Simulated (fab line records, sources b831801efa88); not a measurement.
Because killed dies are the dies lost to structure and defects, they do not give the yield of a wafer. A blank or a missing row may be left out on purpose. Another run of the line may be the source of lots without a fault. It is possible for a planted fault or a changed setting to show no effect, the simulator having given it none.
fab line records	flow sky130
record lots=12	wafers=36	last_day=50
route steps=708 shown LDD_LDN@301 POLY_CUT@315 SD_P@327 PAD_OPEN@697
lots untouched by any fault: they come from a run of this same line in which no faults occurred
start_h: hours from the record's first day to the start of the lot's first wafer shown	wait_h: hours from the lot's prior step to this one	" repeats the value in the row above	L1.1+2: a single row standing in for several wafers	- no value, or no start given	* or withheld: withheld	< > ~ a bound
route shown NAME@n: NAME is a module with steps in the file, n the number in the route of the first one	usual: the fault-free wafers' mean and standard deviation	same: alike in all rows	chamber/n: place in a boat	sites: the reading at each site	_std_site: how widely they spread, as a standard deviation	_edge_site: inner sites' mean taken away from outer sites' mean	radius_mm: how far each site lies from the wafer's centre	mask NAME#n: copy n	behind: tool/chamber where the wafer was last shaped	hold: why the lot was held/for how many hours/how that ended	device: the transistor (n, p or np) that didn't switch	end of line: at the end of the route, the tests of the same wafers	step lacking rows: just its recipe	killed: dies that structure and defects cost at the first sort, which is not the same as the wafer's yield	map: a wafer's dies, x killed, . not, _ none there
set.NAME: the setting the step ran with; set.NAME@STEP: the setting that earlier step ran with	model.NAME: the simulator's own value behind a step, which no gauge read
route steps across a sampled set of lots; one table per step, one row per wafer
services: from which hour (start_h, from the record's first day; less than 0 if before it) a tool's chamber was out of use, for how many hours, and why
## steps
# step SKY_LDD_LDN_STRIP_12
# recipe chemistry=O2/N2	power_w=1400	pressure_mtorr=1500	platen_temp_c=withheld	o2_flow_sccm=3000	n2_flow_sccm=300	overash_fraction=0.5
# usual drypump_motor_current_A=5.8/0.35	oes_product_au=0.716/0.0041	strip_time_to_endpoint_s=14.18/0.036
lot.wafer	tool	chamber	start_h	wait_h	drypump_motor_current_A	oes_product_au	rf_hours_counter_h	strip_time_to_endpoint_s
L825.2	plasma_asher-02	0	539.97	0.1	5.5	0.724	11	14.17
L825.3	"	0	"	"	5.6	0.718	-	14.15
L825.4	"	1	"	"	5.9	0.718	-	14.18
L826.1	plasma_asher-01	1	546.87	0.1	6.1	0.718	44	14.11
L826.2	"	0	"	"	5.5	0.709	44	14.20
L826.3	"	0	"	"	5.5	0.720	-	14.11
L829.1	plasma_asher-03	1	568.27	0.1	6.3	0.723	75	14.11
L829.2	"	0	"	"	5.2	0.715	75	14.15
L829.4	"	0	"	"	5.2	0.717	-	14.11
L831.3	plasma_asher-02	1	606.61	0.1	5.9	0.716	-	14.20
L831.5	"	0	"	"	5.6	0.718	-	14.16
L831.6	"	1	"	"	5.9	0.722	-	14.21
L833.3	plasma_asher-03	1	609.25	0.1	6.3	0.713	-	14.17
L833.4	"	0	"	"	5.2	0.720	-	14.19
L833.6	"	0	"	"	5.2	0.717	-	14.22
L835.3	plasma_asher-01	0	618.15	0.1	5.5	0.721	-	14.12
L835.4	"	1	"	"	6.1	0.713	-	14.18
L835.5	"	1	"	"	6.1	0.713	-	14.20
L834.3	plasma_asher-01	1	622.36	0.1	6.1	0.709	-	14.20
L834.5	"	0	"	"	5.5	0.717	-	14.19
L834.6	"	1	"	"	6.1	0.712	-	14.21
L838.1	plasma_asher-02	0	651.17	0.1	5.6	0.715	22	14.24
L838.2	"	1	"	"	5.9	0.713	22	14.18
L838.6	"	1	"	"	5.9	0.712	-	14.22
L839.1	plasma_asher-03	1	654.17	0.1	6.3	0.716	83	14.18
L839.4	"	1	"	"	6.3	0.718	-	14.20
L839.6	"	0	"	"	5.2	0.718	-	14.24
L840.1	plasma_asher-01	0	666.97	0.1	5.5	0.716	57	14.22
L840.4	"	0	"	"	5.5	0.715	-	14.22
L840.6	"	0	"	"	5.5	0.715	-	14.22
L841.1	plasma_asher-01	1	668.02	0.1	6.1	0.714	57	14.14
L841.5	"	1	"	"	6.1	0.712	-	14.13
L841.6	"	0	"	"	5.5	0.719	-	14.17
L847.1	plasma_asher-02	0	718.92	0.1	5.6	0.711	29	14.17
L847.2	"	1	"	"	5.9	0.716	29	14.15
L847.3	"	0	"	"	5.6	0.718	-	14.15
# step SKY_POLY_CUT_CD_MEAS_08
# recipe target_cd_nm=270
# usual cd_nm=269.7/1.7
lot.wafer	tool	chamber	start_h	wait_h	cd_nm
L825.2	cd_sem-02	-	571.25	-	270.7
L825.3	"	-	"	"	269.0
L825.4	"	-	"	"	271.1
L826.1	cd_sem-02	-	578.28	-	272.7
L826.2	"	-	"	"	270.9
L826.3	"	-	"	"	271.4
L829.1	cd_sem-02	-	599.71	-	270.0
L829.2	"	-	"	"	270.0
L829.4	"	-	"	"	269.2
L831.3	cd_sem-02	-	636.56	-	270.1
L831.5	"	-	"	"	271.3
L831.6	"	-	"	"	270.0
L833.3	cd_sem-02	-	639.41	-	270.5
L833.4	"	-	"	"	272.4
L833.6	"	-	"	"	271.4
L835.3	cd_sem-02	-	649.51	-	266.0
L835.4	"	-	"	"	266.1
L835.5	"	-	"	"	267.6
L834.3	cd_sem-02	-	653.27	-	268.1
L834.5	"	-	"	"	269.3
L834.6	"	-	"	"	268.5
L838.1	cd_sem-02	-	683.27	-	270.6
L838.2	"	-	"	"	267.8
L838.6	"	-	"	"	269.7
L839.1	cd_sem-02	-	686.28	-	270.2
L839.4	"	-	"	"	269.9
L839.6	"	-	"	"	269.2
L840.1	cd_sem-02	-	697.72	-	270.6
L840.4	"	-	"	"	271.6
L840.6	"	-	"	"	272.2
L841.1	cd_sem-02	-	698.48	-	267.9
L841.5	"	-	"	"	269.0
L841.6	"	-	"	"	267.5
L847.1	cd_sem-02	-	749.07	-	270.9
L847.2	"	-	"	"	272.0
L847.3	"	-	"	"	270.6
# step SKY_SD_P_CD_MEAS_07
# recipe target_cd_nm=380
# usual cd_nm=380.9/1.8
lot.wafer	tool	chamber	start_h	wait_h	cd_nm
L825.2	cd_sem-01	-	600.31	0.1	378.2
L825.3	"	-	"	"	378.4
L825.4	"	-	"	"	379.0
L826.1	cd_sem-02	-	607.82	0.1	377.6
L826.2	"	-	"	"	379.0
L826.3	"	-	"	"	378.3
L829.1	cd_sem-01	-	628.84	0.1	383.3
L829.2	"	-	"	"	382.6
L829.4	"	-	"	"	385.1
L831.3	cd_sem-02	-	665.78	0.1	379.6
L831.5	"	-	"	"	378.6
L831.6	"	-	"	"	376.2
L833.3	cd_sem-02	-	667.58	0.1	382.2
L833.4	"	-	"	"	380.5
L833.6	"	-	"	"	383.7
L835.3	cd_sem-01	-	678.18	0.1	382.9
L835.4	"	-	"	"	382.3
L835.5	"	-	"	"	383.1
L834.3	cd_sem-02	-	681.88	0.1	379.8
L834.5	"	-	"	"	381.4
L834.6	"	-	"	"	379.8
L838.1	cd_sem-02	-	711.79	0.1	380.1
L838.2	"	-	"	"	378.8
L838.6	"	-	"	"	379.3
L839.1	cd_sem-02	-	714.19	0.1	378.6
L839.4	"	-	"	"	380.6
L839.6	"	-	"	"	381.9
L840.1	cd_sem-01	-	724.69	0.1	382.3
L840.4	"	-	"	"	382.0
L840.6	"	-	"	"	385.3
L841.1	cd_sem-01	-	725.59	0.1	380.9
L841.5	"	-	"	"	378.6
L841.6	"	-	"	"	380.9
L847.1	cd_sem-01	-	776.64	0.1	379.4
L847.2	"	-	"	"	380.4
L847.3	"	-	"	"	378.9
# step SKY_PAD_OPEN_SOFTBAKE_03
# recipe temp_c=110	time_s=withheld
# usual heater_power_total_W=65.33/0.14	plate_temp_C=110.02/0.13
lot.wafer	tool	chamber	start_h	wait_h	heater_power_total_W	plate_temp_C
L825.2	litho_track-03	0	1068.07	0.1	65.48	109.86
L825.3	"	0	"	"	65.18	109.83
L825.4	"	0	"	"	65.40	109.99
L826.1	litho_track-03	0	1080.99	0.1	65.47	110.10
L826.2	"	0	"	"	65.12	110.02
L826.3	"	0	"	"	65.47	110.00
L829.1	litho_track-02	0	1092.89	0.1	65.34	110.13
L829.2	"	0	"	"	65.59	110.01
L829.4	"	0	"	"	65.26	109.98
L831.3	litho_track-03	0	1117.80	0.1	65.37	110.04
L831.5	"	0	"	"	65.11	110.00
L831.6	"	0	"	"	65.35	109.99
L833.3	litho_track-02	0	1121.91	0.1	65.42	110.07
L833.4	"	0	"	"	65.52	110.20
L833.6	"	0	"	"	65.41	110.12
L835.3	litho_track-02	0	1124.96	0.1	65.19	110.32
L835.4	"	0	"	"	65.26	110.12
L835.5	"	0	"	"	65.41	110.12
L834.3	litho_track-04	0	1127.00	0.1	65.18	109.77
L834.5	"	0	"	"	65.13	110.00
L834.6	"	0	"	"	65.50	109.95
L838.1	litho_track-04	0	1147.23	0.1	64.08	108.42
L838.2	"	0	"	"	64.18	108.38
L838.6	"	0	"	"	64.10	108.38
L839.1	litho_track-04	0	1152.33	0.1	64.26	108.59
L839.4	"	0	"	"	64.05	108.99
L839.6	"	0	"	"	64.23	108.57
L840.1	litho_track-04	0	1158.48	0.1	64.38	108.43
L840.4	"	0	"	"	64.21	108.51
L840.6	"	0	"	"	64.09	108.37
L841.1	litho_track-02	0	1159.29	0.1	65.57	110.09
L841.5	"	0	"	"	65.41	109.92
L841.6	"	0	"	"	65.43	110.15
L847.1	litho_track-02	0	1190.19	0.1	65.17	109.93
L847.2	"	0	"	"	65.22	110.15
L847.3	"	0	"	"	65.19	110.17
# step SKY_PAD_OPEN_PROBE_99
# usual defect_limited_yield=82.6/1.9	killed_at_M0_to_M3=43/7.7	killed_at_M4_up=2.9/1.7	killed_at_contacts=24/5.5	killed_at_front_end=15/4	killed_at_other=0.4/0.66	killed_dies=86/9.4	killed_open=47/6.7	killed_short=38/6.2	sort_bin_3_pad_short=0.8/0.42	sort_bin_5_function=10.3/1.5	sort_bin_6_memory=6.4/1.1	sort_n_pass=406/9.4	sort_yield_pct=82.6/1.9
# same gross_dies=492	killed_at_back_side=0	sort_bin_4_leakage[%]=0	sort_bin_8_speed[%]=0
lot.wafer	tool	chamber	start_h	wait_h	defect_limited_yield[%]	killed_at_M0_to_M3	killed_at_M4_up	killed_at_contacts	killed_at_front_end	killed_at_other	killed_dies	killed_open	killed_short	sort_bin_3_pad_short[%]	sort_bin_5_function[%]	sort_bin_6_memory[%]	sort_n_pass	sort_yield_pct[%]
L825.2	prober-01	-	1081.75	0.1	81.5	41	4	25	21	0	91	49	41	1.2	10.8	6.5	401	81.5
L825.3	prober-01	-	1081.80	0.2	83.1	32	2	28	21	0	83	45	38	0.6	9.8	6.5	409	83.1
L825.4	prober-01	-	1081.85	0.2	80.9	53	3	18	19	1	94	51	41	0.8	12.0	6.3	398	80.9
L826.1	prober-02	-	1092.95	0.1	78.9	61	3	24	16	0	104	61	43	1.0	12.8	7.3	388	78.9
L826.2	prober-02	-	1093.00	0.1	85.2	39	3	15	16	0	73	36	36	0.8	7.3	6.7	419	85.2
L826.3	prober-02	-	1093.05	0.2	82.5	46	3	23	14	0	86	45	41	1.2	10.4	5.9	406	82.5
L829.1	prober-01	-	1105.66	0.1	84.3	33	6	28	10	0	77	44	33	0.4	10.6	4.7	415	84.3
L829.2	prober-01	-	1105.71	0.1	81.7	60	2	13	15	0	90	50	40	0.4	10.6	7.3	402	81.7
L829.4	prober-01	-	1105.81	0.2	81.9	47	5	21	16	0	89	49	40	1.0	10.0	7.1	403	81.9
L831.3	prober-01	-	1130.55	0.2	81.9	38	2	33	14	2	89	49	38	0.8	10.4	6.9	403	81.9
L831.5	prober-01	-	1130.65	0.2	82.3	45	2	25	14	1	87	38	44	0.6	11.0	6.1	405	82.3
L831.6	prober-01	-	1130.70	0.2	83.7	42	2	19	15	2	80	41	37	1.0	8.9	6.3	412	83.7
L833.3	prober-01	-	1133.32	0.2	81.1	47	2	28	16	0	93	54	39	0.8	12.0	6.1	399	81.1
L833.4	prober-01	-	1133.37	0.2	80.9	43	2	28	21	0	94	56	38	2.4	10.2	6.5	398	80.9
L833.6	prober-01	-	1133.47	0.2	82.9	49	0	21	14	0	84	49	35	1.2	8.9	6.9	408	82.9
L835.3	prober-02	-	1136.49	0.2	80.9	55	3	20	16	0	94	54	39	0.6	9.1	9.3	398	80.9
L835.4	prober-02	-	1136.54	0.2	81.1	43	2	26	22	0	93	50	43	0.4	12.2	6.3	399	81.1
L835.5	prober-02	-	1136.59	0.2	84.3	44	0	23	10	0	77	44	33	1.0	8.7	5.9	415	84.3
L834.3	prober-01	-	1138.75	0.2	83.5	41	5	26	9	0	81	51	29	0.8	9.8	5.9	411	83.5
L834.5	prober-01	-	1138.85	0.2	81.9	51	2	20	16	0	89	53	36	1.0	10.6	6.5	403	81.9
L834.6	prober-01	-	1138.90	0.2	80.1	57	4	23	14	0	98	51	47	1.2	12.0	6.7	394	80.1
L838.1	prober-02	-	1157.97	0.1	85.2	41	4	15	13	0	73	40	33	0.4	8.5	5.9	419	85.2
L838.2	prober-02	-	1158.02	0.1	81.1	43	2	27	21	0	93	47	46	1.2	12.0	5.7	399	81.1
L838.6	prober-02	-	1158.22	0.2	85.4	31	0	24	17	0	72	39	33	1.0	8.3	5.3	420	85.4
L839.1	prober-01	-	1164.63	0.1	81.3	45	4	25	16	2	92	49	42	1.0	11.0	6.7	400	81.3
L839.4	prober-01	-	1164.78	0.2	80.9	57	1	21	14	1	94	62	32	0.6	11.0	7.5	398	80.9
L839.6	prober-01	-	1164.88	0.2	83.1	46	4	15	18	0	83	49	32	1.2	9.8	5.9	409	83.1
L840.1	prober-02	-	1169.61	0.1	82.5	36	3	32	15	0	86	51	34	1.4	9.1	6.9	406	82.5
L840.4	prober-02	-	1169.76	0.2	83.3	42	5	18	17	0	82	45	36	1.4	8.1	7.1	410	83.3
L840.6	prober-02	-	1169.86	0.2	79.7	44	2	34	20	0	100	67	33	1.2	10.6	8.5	392	79.7
L841.1	prober-01	-	1170.50	0.1	83.3	43	1	26	12	0	82	39	43	0.6	9.3	6.7	410	83.3
L841.5	prober-01	-	1170.70	0.2	86.4	38	2	15	11	1	67	36	31	0.2	8.5	4.9	425	86.4
L841.6	prober-01	-	1170.75	0.2	81.1	36	5	28	24	0	93	48	45	1.4	11.0	6.5	399	81.1
L847.1	prober-01	-	1200.26	0.1	85.2	36	1	21	15	0	73	41	32	0.8	8.3	5.7	419	85.2
L847.2	prober-01	-	1200.31	0.1	81.7	49	3	25	13	0	90	53	37	0.4	12.0	5.9	402	81.7
L847.3	prober-01	-	1200.36	0.2	83.5	40	3	24	14	0	81	46	35	0.4	10.8	5.3	411	83.5
# killed by level:class
L825.2 CONTACT:geometric_particle:open=8 VIA2:geometric_particle:open=8 FIELD_ISO:geometric_particle:open=7 CONTACT:geometric_particle:short=7 FIELD_ISO:geometric_particle:short=6 LI_CONTACT:geometric_particle:open=6 VIA3:geometric_particle:open=6 METAL1:geometric_particle:short=4
L825.3 CONTACT:geometric_particle:open=9 VIA1:geometric_particle:open=9 LI_CONTACT:geometric_particle:open=6 CONTACT:geometric_particle:short=6 VIA3:geometric_particle:open=6 FIELD_ISO:geometric_particle:short=5 LOCAL_INTERCONNECT:geometric_particle:short=5 VIA2:geometric_particle:open=5
L825.4 VIA1:geometric_particle:open=11 CONTACT:geometric_particle:open=10 VIA3:geometric_particle:open=8 VIA2:geometric_particle:open=7 METAL1:geometric_particle:short=6 FIELD_ISO:geometric_particle:open=5 METAL2:geometric_particle:short=5 VIA2:geometric_particle:short=5
L826.1 VIA1:geometric_particle:open=14 VIA3:geometric_particle:open=12 VIA2:geometric_particle:open=10 METAL1:geometric_particle:short=9 CONTACT:geometric_particle:open=8 LI_CONTACT:geometric_particle:open=7 VIA1:geometric_particle:short=6 METAL2:geometric_particle:short=6
L826.2 VIA1:geometric_particle:open=9 VIA1:geometric_particle:short=6 POLY_GATE:geometric_particle:open=5 CONTACT:geometric_particle:open=5 VIA3:geometric_particle:open=5 METAL2:geometric_particle:short=4 METAL3:geometric_particle:short=4 FIELD_ISO:geometric_particle:short=3
L826.3 VIA3:geometric_particle:open=11 CONTACT:geometric_particle:open=8 VIA1:geometric_particle:open=8 CONTACT:geometric_particle:short=6 METAL2:geometric_particle:short=6 FIELD_ISO:geometric_particle:open=4 FIELD_ISO:geometric_particle:short=4 LI_CONTACT:geometric_particle:open=4
L829.1 CONTACT:geometric_particle:open=15 VIA2:geometric_particle:open=8 FIELD_ISO:geometric_particle:open=5 VIA1:geometric_particle:short=5 VIA1:geometric_particle:open=5 LI_CONTACT:geometric_particle:open=4 LOCAL_INTERCONNECT:geometric_particle:short=4 CONTACT:geometric_particle:short=4
L829.2 VIA1:geometric_particle:open=14 VIA2:geometric_particle:open=11 POLY_GATE:geometric_particle:short=7 VIA2:geometric_particle:short=7 VIA3:geometric_particle:open=7 METAL2:geometric_particle:short=7 LI_CONTACT:geometric_particle:open=6 CONTACT:geometric_particle:open=5
L829.4 VIA3:geometric_particle:open=11 VIA1:geometric_particle:open=7 LI_CONTACT:geometric_particle:open=6 CONTACT:geometric_particle:open=6 VIA1:geometric_particle:short=5 CONTACT:geometric_particle:short=5 METAL1:geometric_particle:short=5 METAL2:geometric_particle:short=5
L831.3 CONTACT:geometric_particle:open=13 CONTACT:geometric_particle:short=9 VIA3:geometric_particle:open=9 METAL2:geometric_particle:short=7 LI_CONTACT:geometric_particle:open=6 VIA2:geometric_particle:open=6 METAL1:geometric_particle:short=5 VIA1:geometric_particle:open=4
L831.5 CONTACT:geometric_particle:open=8 VIA1:geometric_particle:open=8 VIA3:geometric_particle:open=7 METAL2:geometric_particle:short=6 CONTACT:geometric_particle:short=5 METAL1:geometric_particle:short=5 VIA1:geometric_particle:short=5 FIELD_ISO:geometric_particle:open=4
L831.6 CONTACT:geometric_particle:open=9 VIA1:geometric_particle:open=8 VIA1:geometric_particle:short=6 METAL2:geometric_particle:short=6 FIELD_ISO:geometric_particle:short=5 VIA2:geometric_particle:open=5 VIA3:geometric_particle:open=5 VIA3:geometric_particle:short=4
L833.3 VIA1:geometric_particle:open=17 CONTACT:geometric_particle:open=16 POLY_GATE:geometric_particle:open=6 VIA1:geometric_particle:short=6 METAL3:geometric_particle:short=6 CONTACT:geometric_particle:short=5 FIELD_ISO:geometric_particle:open=4 LI_CONTACT:geometric_particle:open=4
L833.4 VIA1:geometric_particle:open=15 CONTACT:geometric_particle:open=13 CONTACT:geometric_particle:short=9 FIELD_ISO:geometric_particle:open=7 POLY_GATE:geometric_particle:short=6 METAL1:geometric_particle:short=5 VIA2:geometric_particle:open=4 POLY_GATE:geometric_particle:open=3
L833.6 VIA1:geometric_particle:open=15 CONTACT:geometric_particle:open=9 VIA2:geometric_particle:open=9 VIA3:geometric_particle:short=6 POLY_GATE:geometric_particle:short=6 VIA3:geometric_particle:open=6 LI_CONTACT:geometric_particle:open=5 POLY_GATE:geometric_particle:open=4
L835.3 VIA1:geometric_particle:open=15 METAL1:geometric_particle:short=10 VIA2:geometric_particle:open=9 CONTACT:geometric_particle:open=8 LI_CONTACT:geometric_particle:short=6 FIELD_ISO:geometric_particle:short=5 FIELD_ISO:geometric_particle:open=5 VIA3:geometric_particle:open=5
L835.4 CONTACT:geometric_particle:open=8 VIA1:geometric_particle:open=8 VIA2:geometric_particle:open=8 VIA3:geometric_particle:open=8 CONTACT:geometric_particle:short=6 POLY_GATE:geometric_particle:open=5 LI_CONTACT:geometric_particle:open=5 METAL2:geometric_particle:short=5
L835.5 VIA1:geometric_particle:open=9 CONTACT:geometric_particle:open=9 VIA3:geometric_particle:open=8 VIA2:geometric_particle:open=7 METAL2:geometric_particle:short=6 LOCAL_INTERCONNECT:geometric_particle:short=5 METAL1:geometric_particle:short=4 METAL3:geometric_particle:short=4
L834.3 VIA1:geometric_particle:open=12 LI_CONTACT:geometric_particle:open=10 VIA3:geometric_particle:open=9 VIA2:geometric_particle:open=7 CONTACT:geometric_particle:open=6 METAL2:geometric_particle:short=5 LI_CONTACT:geometric_particle:short=4 METAL1:geometric_particle:short=3
L834.5 VIA1:geometric_particle:open=11 VIA3:geometric_particle:open=11 LI_CONTACT:geometric_particle:open=8 CONTACT:geometric_particle:open=7 VIA1:geometric_particle:short=5 VIA3:geometric_particle:short=5 FIELD_ISO:geometric_particle:short=4 METAL1:geometric_particle:short=4
L834.6 VIA3:geometric_particle:open=12 CONTACT:geometric_particle:open=10 VIA1:geometric_particle:open=9 VIA1:geometric_particle:short=8 VIA3:geometric_particle:short=7 VIA2:geometric_particle:open=6 FIELD_ISO:geometric_particle:open=5 CONTACT:geometric_particle:short=5
L838.1 VIA2:geometric_particle:open=9 VIA3:geometric_particle:open=7 METAL1:geometric_particle:short=5 POLY_GATE:geometric_particle:open=4 POLY_GATE:geometric_particle:short=4 LI_CONTACT:geometric_particle:open=4 LOCAL_INTERCONNECT:geometric_particle:short=4 VIA1:geometric_particle:short=4
L838.2 CONTACT:geometric_particle:open=8 VIA3:geometric_particle:open=8 LOCAL_INTERCONNECT:geometric_particle:short=7 VIA2:geometric_particle:open=7 METAL2:geometric_particle:short=7 POLY_GATE:geometric_particle:open=6 LI_CONTACT:geometric_particle:open=6 METAL1:geometric_particle:short=6
L838.6 CONTACT:geometric_particle:open=7 VIA2:geometric_particle:open=7 LOCAL_INTERCONNECT:geometric_particle:short=6 METAL2:geometric_particle:short=6 VIA1:geometric_particle:open=6 FIELD_ISO:geometric_particle:open=5 LI_CONTACT:geometric_particle:open=5 CONTACT:geometric_particle:short=5
L839.1 VIA1:geometric_particle:open=17 LI_CONTACT:geometric_particle:open=9 VIA1:geometric_particle:short=8 LOCAL_INTERCONNECT:geometric_particle:short=6 CONTACT:geometric_particle:open=5 FIELD_ISO:geometric_particle:short=4 POLY_GATE:geometric_particle:open=4 METAL1:geometric_particle:short=4
L839.4 VIA1:geometric_particle:open=17 CONTACT:geometric_particle:open=11 VIA2:geometric_particle:open=11 METAL2:geometric_particle:short=6 VIA3:geometric_particle:open=6 CONTACT:geometric_particle:short=4 METAL1:geometric_particle:short=4 VIA3:geometric_particle:short=4
L839.6 VIA1:geometric_particle:open=12 VIA2:geometric_particle:open=7 CONTACT:geometric_particle:open=6 VIA1:geometric_particle:short=6 CONTACT:geometric_particle:short=5 METAL1:geometric_particle:short=5 FIELD_ISO:geometric_particle:open=4 VIA3:geometric_particle:open=4
L840.1 CONTACT:geometric_particle:open=10 LI_CONTACT:geometric_particle:open=9 VIA1:geometric_particle:open=9 VIA2:geometric_particle:open=8 LI_CONTACT:geometric_particle:short=7 METAL2:geometric_particle:short=5 FIELD_ISO:geometric_particle:short=4 FIELD_ISO:geometric_particle:open=4
L840.4 VIA1:geometric_particle:open=10 LI_CONTACT:geometric_particle:open=6 METAL1:geometric_particle:short=5 CONTACT:geometric_particle:open=5 VIA3:geometric_particle:open=5 FIELD_ISO:geometric_particle:open=4 FIELD_ISO:geometric_particle:short=4 POLY_GATE:geometric_particle:open=4
L840.6 CONTACT:geometric_particle:open=19 VIA1:geometric_particle:open=11 FIELD_ISO:geometric_particle:open=8 VIA2:geometric_particle:open=7 VIA3:geometric_particle:open=6 FIELD_ISO:geometric_particle:short=5 LI_CONTACT:geometric_particle:open=5 CONTACT:geometric_particle:short=5
L841.1 LI_CONTACT:geometric_particle:open=7 CONTACT:geometric_particle:open=7 VIA1:geometric_particle:open=7 POLY_GATE:geometric_particle:open=6 METAL2:geometric_particle:short=6 VIA2:geometric_particle:open=6 VIA3:geometric_particle:short=5 METAL1:geometric_particle:short=5
L841.5 VIA1:geometric_particle:open=9 VIA2:geometric_particle:open=6 CONTACT:geometric_particle:open=5 METAL1:geometric_particle:short=5 VIA1:geometric_particle:short=4 LOCAL_INTERCONNECT:geometric_particle:short=4 VIA3:geometric_particle:short=4 POLY_GATE:geometric_particle:short=3
L841.6 CONTACT:geometric_particle:open=11 VIA3:geometric_particle:open=8 VIA1:geometric_particle:open=8 POLY_GATE:geometric_particle:short=7 CONTACT:geometric_particle:short=6 FIELD_ISO:geometric_particle:short=5 LI_CONTACT:geometric_particle:open=4 LOCAL_INTERCONNECT:geometric_particle:short=4
L847.1 VIA1:geometric_particle:open=8 CONTACT:geometric_particle:open=7 METAL1:geometric_particle:short=6 VIA2:geometric_particle:open=6 LI_CONTACT:geometric_particle:open=5 FIELD_ISO:geometric_particle:open=4 FIELD_ISO:geometric_particle:short=4 VIA3:geometric_particle:open=4
L847.2 VIA1:geometric_particle:open=12 CONTACT:geometric_particle:open=9 VIA3:geometric_particle:open=9 CONTACT:geometric_particle:short=7 LI_CONTACT:geometric_particle:open=6 METAL1:geometric_particle:short=5 METAL2:geometric_particle:short=5 VIA2:geometric_particle:short=5
L847.3 LI_CONTACT:geometric_particle:open=12 VIA3:geometric_particle:open=9 VIA2:geometric_particle:open=8 CONTACT:geometric_particle:short=5 VIA1:geometric_particle:open=5 FIELD_ISO:geometric_particle:short=4 CONTACT:geometric_particle:open=4 VIA3:geometric_particle:short=4
## services
tool	chamber	start_h	hours	kind
plasma_asher-02	-	575.01	9.5	repair
plasma_asher-03	-	624.33	12.8	repair
plasma_asher-01	-	652.71	3.1	repair
plasma_asher-03	-	806.16	5.3	repair
plasma_asher-01	-	806.53	1.7	repair
plasma_asher-01	-	829.82	1.7	repair
plasma_asher-01	-	853.71	1.0	repair
plasma_asher-03	-	867.08	1.1	repair
plasma_asher-02	-	883.94	7.5	repair
plasma_asher-03	-	902.67	2.8	pm
plasma_asher-02	-	945.51	14.6	pm
litho_track-03	-	945.67	-	consumable_replace:filter
plasma_asher-01	-	995.31	2.0	repair
plasma_asher-03	-	1028.13	3.4	repair
plasma_asher-03	-	1055.29	9.0	pm
plasma_asher-03	0	1055.29	9.0	vent_cycle
plasma_asher-03	1	1055.29	9.0	vent_cycle
plasma_asher-03	0	1064.29	-	clean
plasma_asher-03	1	1064.29	-	clean
plasma_asher-01	-	1092.97	0.6	repair
plasma_asher-03	-	1161.16	28.1	pm
plasma_asher-01	-	1175.35	0.7	repair
plasma_asher-01	-	1180.91	18.6	repair
## key
first_sign step=SKY_PAD_OPEN_SOFTBAKE_03	reading=plate_temp_C	direction=down	sigmas=11	usual=*	struck=*
effect step=SKY_PAD_OPEN_SOFTBAKE_03	reading=heater_power_total_W	direction=down	sigmas=8.5	usual=*	struck=*
met_at SKY_PAD_OPEN_SOFTBAKE_03
struck_lots L838,L839,L840
not_acting_at SKY_LDD_LDN_STRIP_12,SKY_POLY_CUT_CD_MEAS_08,SKY_SD_P_CD_MEAS_07
onset_between 1127.00 1147.23
fault kind=process_parameter_drift	tool=litho_track-04	chamber=-	onset_h=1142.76	steps=SKY_PAD_OPEN_SOFTBAKE_03	channel=temp_c	offset=*	shape=step	end_h=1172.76	acts_in=*	stated=*
